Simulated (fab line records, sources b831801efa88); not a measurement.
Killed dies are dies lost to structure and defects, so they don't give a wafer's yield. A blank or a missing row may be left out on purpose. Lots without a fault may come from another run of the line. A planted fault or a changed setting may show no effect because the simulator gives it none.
Problem report in the 8D (eight disciplines) form, filled by code | flow gf180mcu | the parts of the form that need people (team, actions taken, sign-off) are left out

1. THE PROBLEM
heater_power_total_W at GF_VT_IMPLANT_SOFTBAKE_25 reads a mean of 58.30 W on 9 wafers of 3 lots; wafers without a fault read 56.60 W with a standard deviation of 0.043. That is +39 standard deviations from the usual mean.
The step: time 60 s.
First seen on wafer L961.1, day 7 13:58, on litho_track-04. The record holds 45 wafers of 15 lots with a number at this step. Rule for "out", or "out of limits": more than 4 standard deviations from the usual mean. The other wafers with a number count as sound.

2. WHAT IT IS AND WHAT IT IS NOT
question                    | is                                 | is not
which readings at this step | heater_power_total_W, plate_temp_C | chill_plate_temp_C
which lots                  | L961, L962, L964                   | L958, L959, L960, L972, L973, L974, L975, L976, L977, L978, L979, L980
which wafers of those lots  | all that have a number             | -
read on which tools         | litho_track-04                     | litho_track-01, litho_track-03
when                        | from day 7 13:58                   | up to then (9 sound wafers); but 27 sound wafers of L972, L973, L974, L975, L976, L977, L978, L979, L980 came after

3. SUSPECTS, AND WHAT RULES EACH OUT
Counting: a tool at a process step up to the reading stays a suspect if it ran every lot that is out and no sound lot after the first of them.
- litho_track-04 at GF_VT_IMPLANT_SOFTBAKE_25 (time 60 s): ruled out as a lasting fault. Sound lots L973, L977, L979 ran on it after its first lot that is out, L961 (day 7 13:58).
Left after counting: nothing in the record.

4. THE CAUSE (what the simulator had put in)
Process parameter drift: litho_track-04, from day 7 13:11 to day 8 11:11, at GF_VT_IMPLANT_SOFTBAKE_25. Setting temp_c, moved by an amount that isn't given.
Counting ruled it out, wrongly.

5. THE CHAIN OF EFFECTS, in route order
Each row: a reading whose mean over the struck wafers that have a number lies more than 3 standard deviations from the usual. Only readings for which the record gives a usual standard deviation are gone through. hours: the time from each lot's start at the first step in this table that gives one to its start at this step, as a median over the lots. sigmas: the change in usual standard deviations.
hours | step                      | reading              | usual   | on struck wafers | change | sigmas
0     | GF_VT_IMPLANT_SOFTBAKE_25 | heater_power_total_W | 56.60 W | 58.30            | +1.70  | +39
0     | GF_VT_IMPLANT_SOFTBAKE_25 | plate_temp_C         | 89.99 C | 91.95            | +1.96  | +18
The process steps in it:
- GF_VT_IMPLANT_SOFTBAKE_25: time 60 s.
Later measuring or inspecting steps at which every struck wafer that the step has a row for has a number for every such reading, and none has moved that far: GF_VT_IMPLANT_TW_MEAS_32, GF_HV_LDD_TW_MEAS_50.

6. WHAT WOULD HAVE CAUGHT IT SOONER
In this record the first reading out of limits was taken at day 7 13:58, 1 hour after the fault began at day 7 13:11.
